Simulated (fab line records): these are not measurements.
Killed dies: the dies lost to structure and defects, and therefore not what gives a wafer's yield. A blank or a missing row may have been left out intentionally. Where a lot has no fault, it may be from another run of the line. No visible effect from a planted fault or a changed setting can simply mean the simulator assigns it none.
The tool behind it: which one?    flow sky130    route of 708 steps, sampled at 1 step: 7 lots, 21 wafers

== WHAT THE GAUGES READ, wafer by wafer ==
SKY_METAL3_OVL_MEAS_14.
lot   measured      on          METAL3_OVL (nm)
L286  day 39 00:24  overlay-02  -1 8 2
L290  day 40 17:49  overlay-01  -7 -6 1
L292  day 40 20:54  overlay-02  -5 1 4
L297  day 42 05:36  overlay-02  9 13 12
L300  day 43 11:02  overlay-01  0 0 -3
L306  day 44 15:33  overlay-02  3 10 7
L307  day 46 12:27  overlay-01  -6 -1 -3

== WHAT TOOL EACH LOT RAN ON (gives the tool, then ch and the chambers of the sampled wafers, and finally the start) ==
There is no process step in the record ahead of these readings.

== THE ANSWER, worked out from the rows above alone ==
Rule: usual is defined by the lots themselves. Put in order of their means at a reading, lots are off if they are a third of the lots or fewer, leave a main group of 4 or more, and stand apart from it by a gap of 3 or more times the standard deviation of the main group's means; of several such gaps the widest counts. If all means in a main group match to the digits the tables above print for the reading, that group is not used. Also off: a lot with no number at a reading for which 4 or more lots have one. All remaining lots with rows at the step are treated as sound.
No lot is off on any of the readings shown, so nothing can be concluded from this.

== WHAT WAS PUT IN BY THE SIMULATOR ==
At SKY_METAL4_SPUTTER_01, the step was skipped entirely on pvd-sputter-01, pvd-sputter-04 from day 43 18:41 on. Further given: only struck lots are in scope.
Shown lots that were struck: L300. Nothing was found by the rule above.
